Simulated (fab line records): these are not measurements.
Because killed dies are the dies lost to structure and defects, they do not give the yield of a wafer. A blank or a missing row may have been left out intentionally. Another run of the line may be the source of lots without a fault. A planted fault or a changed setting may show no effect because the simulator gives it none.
Problem report in the 8D (eight disciplines) form, filled by code / flow sky130 / the parts of the form that need people (team, actions taken, sign-off) are left out

1. PROBLEM STATEMENT
Across 5 wafers from 3 lots, LI_CONTACT_HDPCVD_THK at SKY_LI_CONTACT_THK_MEAS_01 averages 413 nm, while fault-free wafers read 926 nm with a standard deviation of 9.2. Relative to the usual mean, that is a shift of -56 standard deviations.
Earliest sighting: wafer L438.1 on film_metro-04 at day 30 09:45. The record has a number at this step for 33 wafers belonging to 11 lots. Rule for "out" (also "out of limits"): further than 4 standard deviations from the usual mean. The other wafers with a number count as sound.

2. WHAT IT IS, WHAT IT ISN'T
question=which readings at this step | is=LI_CONTACT_HDPCVD_THK | is not=-
question=which lots | is=L438, L439, L441 | is not=L431, L436, L446, L448, L449, L450, L451, L452
question=which wafers of those lots | is=L438.1, L438.2, L439.2, L439.6, L441.2 | is not=L438.5, L439.5, L441.3, L441.4
question=read on which gauges | is=film_metro-02, film_metro-04 | is not=film_metro-03
question=when | is=from day 30 09:45 | is not=up to then (7 sound wafers); but 21 sound wafers of L439, L441, L446, L448, L449, L450, L451, L452 came after

3. SUSPECTS, AND WHAT RULES EACH OUT
Counting: if a tool at a process step up to the reading ran every lot that is out, it stays a suspect. Sound lots after the first of them don't rule it out here, since some wafers of a struck lot are sound.
- the gauge at SKY_LI_CONTACT_THK_MEAS_01: ruled out. 2 gauges (film_metro-02, film_metro-04) read the wafers that are out.
- hdpcvd-02 at SKY_LI_CONTACT_HDPCVD_00 (deposits PSG, target thk 930 nm, time 155 s): kept. It processed each lot that is out (first: L438, day 30 09:38); up to then, its last sound lot is L436 (day 30 00:32).
Remaining after the count: hdpcvd-02 at SKY_LI_CONTACT_HDPCVD_00.

4. THE CAUSE (what the simulator had put in)
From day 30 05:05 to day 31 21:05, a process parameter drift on hdpcvd-02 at SKY_LI_CONTACT_HDPCVD_00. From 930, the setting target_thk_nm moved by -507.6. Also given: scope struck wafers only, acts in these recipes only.
Counting left only this tool.

5. THE EFFECT CHAIN, in route order
Each row: a reading where the mean over the struck wafers with a number is more than 3 standard deviations away from the usual. Readings are gone through only where the record gives a usual standard deviation; hours: the median, over the lots, of the time from a lot's start at the first step in this table giving one to that lot's start at this step; sigmas: the change measured in usual standard deviations.
hours=0; step=SKY_LI_CONTACT_THK_MEAS_01; reading=LI_CONTACT_HDPCVD_THK; usual=926 nm; on struck wafers=413; change=-513; sigmas=-56
hours=0; step=SKY_LI_CONTACT_CMP_02; reading=time_to_endpoint_s; usual=30.9 s; on struck wafers=6.2; change=-24.7; sigmas=-11
hours=28; step=SKY_LI_CONTACT_ETCH_15; reading=oes_product_au; usual=0.836 a.u.; on struck wafers=0.697; change=-0.139; sigmas=-30
It contains these process steps:
- SKY_LI_CONTACT_CMP_02: polishes PSG.
- SKY_LI_CONTACT_ETCH_15: etches PSG in C4F8/O2/Ar, stops on Si, target depth 600 nm.

6. WHAT WOULD HAVE CAUGHT IT SOONER
In this record the first reading out of limits at a measuring or inspecting step was taken at day 30 09:45, 5 hours after the fault began at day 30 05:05.
No tool reading at SKY_LI_CONTACT_HDPCVD_00 that has a usual standard deviation in the record was out on any struck wafer, so an alarm limit of 4 standard deviations on those readings would not have fired.
L439, L441, from the lots that are out (3), started SKY_LI_CONTACT_HDPCVD_00 on hdpcvd-02 later than day 30 09:45. A hold on the tool at that time would have spared those 2.
